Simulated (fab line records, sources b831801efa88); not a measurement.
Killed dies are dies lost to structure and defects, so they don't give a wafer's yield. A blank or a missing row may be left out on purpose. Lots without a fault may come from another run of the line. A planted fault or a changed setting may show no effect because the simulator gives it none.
Which tool did it? | flow sfq_line | 7 lots, 21 wafers sampled, at 1 step of a route of 325

WHAT THE GAUGES READ, wafer by wafer
SFQ_M3_RS_MEAS_919: measures by four-point-probe.
lot  | measured     | on            | M3_NB_RS (ohm/sq)
L703 | day 39 18:19 | film_metro-02 | 0.874 0.874 0.883
L706 | day 40 03:53 | film_metro-03 | 0.884 0.880 0.890
L712 | day 42 09:52 | film_metro-01 | 0.896 0.902 0.892
L714 | day 43 05:14 | film_metro-02 | 0.877 0.883 0.881
L717 | day 44 14:38 | film_metro-02 | 0.884 0.885 0.884
L721 | day 45 16:53 | film_metro-03 | 0.867 0.871 0.879
L723 | day 47 01:18 | film_metro-03 | 0.892 0.899 0.893

WHICH TOOL RAN EACH LOT (tool, then ch and the chambers of the sampled wafers, then the start)
The record holds no process step before these readings.

THE ANSWER, worked out from the rows above alone
Rule: what is usual is taken from the lots themselves. Put in order of their means at a reading, lots are off if they are a third of the lots or fewer, leave a main group of 4 or more, and stand apart from it by a gap of 3 or more times the standard deviation of the main group's means; of several such gaps the widest counts. A main group whose means are all the same, to the digits that the tables above print for the reading, isn't used. A lot without any number at a reading at which 4 lots or more have one is off too. The other lots that the step has rows for count as sound.
No lot is off at any reading shown: from this, nothing can be told.

WHAT THE SIMULATOR HAD PUT IN
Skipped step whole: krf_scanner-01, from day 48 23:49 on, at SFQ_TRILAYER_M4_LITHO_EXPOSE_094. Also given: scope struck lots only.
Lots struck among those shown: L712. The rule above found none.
